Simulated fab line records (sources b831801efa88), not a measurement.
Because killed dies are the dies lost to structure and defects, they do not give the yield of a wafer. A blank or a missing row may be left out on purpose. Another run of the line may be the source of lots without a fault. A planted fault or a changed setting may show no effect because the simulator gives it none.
Matching of chambers    flow sfqLine    SFQ_TRILAYER_I6_CMP_CMP_166 on cmp-01 has 4 sister chambers
The step polishes SiO2. 7 wafers are shown with their chamber, then 7 later ones without.

## WAFERS PAIRED WITH THEIR CHAMBERS
wafer   chamber  motorCurrentA (A)  timeToEndpointS (s)
L353.1  2        9.7                225
L353.2  1        9.8                221
L359.2  1        10.1               218
L359.1  3        12.1               222
L359.3  0        10.7               217
L361.1  3        12.6               214
L361.5  2        9.2                219

## WAFERS WITH NO CHAMBER GIVEN
wafer   motorCurrentA (A)  timeToEndpointS (s)
L361.6  9.9                208
L367.2  9.8                201
L367.5  10.5               211
L367.6  11.6               211
L370.3  10.0               209
L370.4  10.9               218
L370.2  12.2               221

## EACH ONE'S CHAMBER
wafer   from the rows above           in truth
L361.6  can't be placed: 1 or 0 or 2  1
L367.2  can't be placed: 1 or 0 or 2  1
L367.5  can't be placed: 0 or 1       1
L367.6  can't be placed: 3 or 0       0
L370.3  can't be placed: 1 or 0 or 2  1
L370.4  0                             0
L370.2  3                             3
Placed correctly: 2 of 7. Can't be placed from these rows: 5 (the true chamber is among the candidates in 5). Number placed wrongly: 0.
How it was worked out, from the rows above alone: a wafer's distance from a chamber is the root of the sum, over the readings, of the square of ((its reading less the chamber's mean) divided by the reading's scatter). The wafer belongs to the nearest chamber; if the next one is less than 2 further off, it can't be placed. For every chamber, the mean is computed from those of its wafers that are shown. The scatter: the root of (the sum of the squares of (reading less its chamber's mean) over the shown wafers, divided by (wafers less chambers)).
